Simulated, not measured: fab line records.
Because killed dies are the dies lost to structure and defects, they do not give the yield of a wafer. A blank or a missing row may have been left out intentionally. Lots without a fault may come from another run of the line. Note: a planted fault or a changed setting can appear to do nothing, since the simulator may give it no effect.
fab line records	flow gf180mcu
record lots=5	wafers=15	last-day=34
route steps=602 shown PSD@261 NSD@262 SAB@264
lots with no fault: from the same line, run without faults
start-h: hours from the record's first day to the start of the lot's first wafer shown	wait-h: hours from the lot's prior step to this one	" repeats the value in the row above	L1.1+2: a row that stands for several wafers	- no value, or no start was given	* or withheld: withheld	< > ~ a bound
route shown NAME@n: a module of which the file shows steps, and the number in the route of the first	usual: mean/standard deviation taken from wafers without a fault	same: alike in all rows	chamber/n: place in a boat	sites: readings site by site	_std_site: standard deviation across them	_edge_site: the outer-site mean with the inner-site mean subtracted	radius-mm: for every site, how far away it sits from the centre of the wafer	mask NAME#n: copy n	behind: the last tool/chamber to shape the wafer	hold: why the lot was held/for how many hours/how that ended	device: the n, p or np transistor that did not switch	end of line: tests run on the same wafers once the route is complete	where a step has no rows: the recipe by itself	killed: at the first sort, the dies lost to defects and structure; wafer yield is something else	map: a wafer's dies, x killed, . not, _ none there
set.NAME: the setting that was run; set.NAME@STEP: the one run at that earlier step	model.NAME: the simulator's own value behind a step, which no gauge read
lots at selected steps of the route; one table per step, one row per wafer
services: when a tool's chamber went out of use (start-h, in hours from the record's first day, below 0 if earlier), for how many hours, and the reason
## steps
# step GF_PSD_RTA_13
# recipe temp-c=1025	time-s=20	ambient=N2
# usual lamp-power-pct=36.8/1.1	wafer_temp_C_max=1029.0/0.95
lot.wafer	tool	chamber	start-h	wait-h	lamp-power-pct	wafer_temp_C_max
L076.2	rtp-anneal-02	0	331.18	0.0	35.6	1027.5
L076.3	"	0	"	"	35.6	1027.8
L076.6	"	0	"	"	35.6	1028.3
L077.1	rtp-anneal-01	0	343.37	0.0	37.9	1030.2
L077.4	"	0	"	"	37.9	1028.6
L077.6	"	0	"	"	37.8	1029.0
L081.2	rtp-anneal-02	0	373.52	0.0	35.7	1028.3
L081.4	"	0	"	"	35.6	1027.2
L081.6	"	0	"	"	35.7	1027.2
L093.2	rtp-anneal-01	0	479.33	0.0	37.9	1031.0
L093.3	"	0	"	"	37.8	1031.0
L093.6	"	0	"	"	37.8	1029.9
L096.1	rtp-anneal-02	0	501.05	0.0	35.7	1029.0
L096.4	"	0	"	"	35.7	1028.0
L096.6	"	0	"	"	35.6	1027.9
# step GF_PSD_RS_MEAS_14
# recipe thk-meas-gauge=four-point-probe
# usual NSD_RS=46.12/0.092
lot.wafer	tool	chamber	start-h	wait-h	NSD_RS[ohm/sq]
L076.2	film-metro-01	-	331.26	0.1	46.04
L076.3	"	-	"	"	45.98
L076.6	"	-	"	"	46.11
L077.1	film-metro-03	-	343.46	0.1	46.20
L077.4	"	-	"	"	45.98
L077.6	"	-	"	"	46.09
L081.2	film-metro-03	-	373.61	0.1	46.03
L081.4	"	-	"	"	45.92
L081.6	"	-	"	"	45.90
L093.2	film-metro-01	-	479.42	0.1	46.10
L093.3	"	-	"	"	46.10
L093.6	"	-	"	"	46.06
L096.1	film-metro-03	-	501.13	0.1	45.92
L096.4	"	-	"	"	46.01
L096.6	"	-	"	"	46.04
# step GF_PSD_RS_MEAS_15
# recipe thk-meas-gauge=four-point-probe
# usual PSD_RS=108.5/0.32
lot.wafer	tool	chamber	start-h	wait-h	PSD_RS[ohm/sq]
L076.2	film-metro-01	-	331.38	0.1	108.3
L076.3	"	-	"	"	108.4
L076.6	"	-	"	"	108.3
L077.1	film-metro-03	-	343.58	0.1	108.9
L077.4	"	-	"	"	108.3
L077.6	"	-	"	"	108.6
L081.2	film-metro-03	-	373.73	0.1	108.0
L081.4	"	-	"	"	107.9
L081.6	"	-	"	"	107.6
L093.2	film-metro-01	-	479.54	0.1	108.4
L093.3	"	-	"	"	108.5
L093.6	"	-	"	"	108.6
L096.1	film-metro-03	-	501.25	0.1	108.5
L096.4	"	-	"	"	108.1
L096.6	"	-	"	"	108.3
# step GF_SAB_CVD_00
# recipe material=SiO2	target-thk-nm=50	precursor=TEOS	temp-c=400	time-s=4.9302	rf-w=600
# usual heater-power-w=646/100
lot.wafer	tool	chamber	start-h	wait-h	heater-power-w
L076.2	pecvd-02	0	331.48	0.1	699
L076.3	"	2	"	"	600
L076.6	"	1	"	"	808
L077.1	pecvd-02	1	343.70	0.1	794
L077.4	"	2	"	"	602
L077.6	"	1	"	"	792
L081.2	pecvd-04	1	373.83	0.1	596
L081.4	"	0	"	"	569
L081.6	"	2	"	"	698
L093.2	pecvd-04	2	479.64	0.1	616
L093.3	"	0	"	"	504
L093.6	"	2	"	"	627
L096.1	pecvd-02	2	501.37	0.1	534
L096.4	"	1	"	"	608
L096.6	"	0	"	"	731
# step GF_SAB_THK_MEAS_01
# recipe reads=SiO2_of_SAB_CVD_00
# usual SAB_CVD_00_THK=50.0/0.62
lot.wafer	tool	chamber	start-h	wait-h	SAB_CVD_00_THK[nm]
L076.2	film-metro-03	-	331.51	0.0	49.4
L076.3	"	-	"	"	49.3
L076.6	"	-	"	"	50.2
L077.1	film-metro-01	-	343.72	0.0	49.7
L077.4	"	-	"	"	50.1
L077.6	"	-	"	"	50.4
L081.2	film-metro-01	-	373.86	0.0	49.4
L081.4	"	-	"	"	50.4
L081.6	"	-	"	"	49.7
L093.2	film-metro-02	-	479.67	0.0	50.0
L093.3	"	-	"	"	50.0
L093.6	"	-	"	"	51.3
L096.1	film-metro-02	-	501.39	0.0	49.1
L096.4	"	-	"	"	49.8
L096.6	"	-	"	"	50.7
# step GF_SAB_DEHYDRATE_02
# recipe temp-c=200	time-s=60
lot.wafer	tool	chamber	start-h	wait-h
L076.2+3+6	litho-track-02	0	341.77	10.2
L077.1+4+6	litho-track-03	0	353.78	10.1
L081.2+4+6	litho-track-02	0	384.66	10.8
L093.2+3+6	litho-track-03	0	490.70	11.0
L096.1+4+6	litho-track-02	0	512.99	11.6
# step GF_SAB_HMDS_03
# recipe prime-time-s=60	prime-temp-c=120
# same prime-time-s=60
lot.wafer	tool	chamber	start-h	wait-h
L076.2+3+6	litho-track-02	0	341.92	0.1
L077.1+4+6	litho-track-03	0	353.93	0.1
L081.2+4+6	litho-track-02	0	384.81	0.1
L093.2+3+6	litho-track-03	0	490.85	0.1
L096.1+4+6	litho-track-02	0	513.14	0.1
## services
tool	chamber	start-h	hours	kind
pecvd-02	-	328.66	1.0	repair
pecvd-02	-	368.88	14.0	pm
pecvd-02	0	368.88	14.0	vent-cycle
pecvd-02	1	368.88	14.0	vent-cycle
pecvd-02	2	368.88	14.0	vent-cycle
pecvd-02	0	382.88	-	clean
pecvd-02	1	382.88	-	clean
pecvd-02	2	382.88	-	clean
pecvd-04	-	397.28	2.7	repair
rtp-anneal-02	-	431.30	3.7	pm
## key
fault none
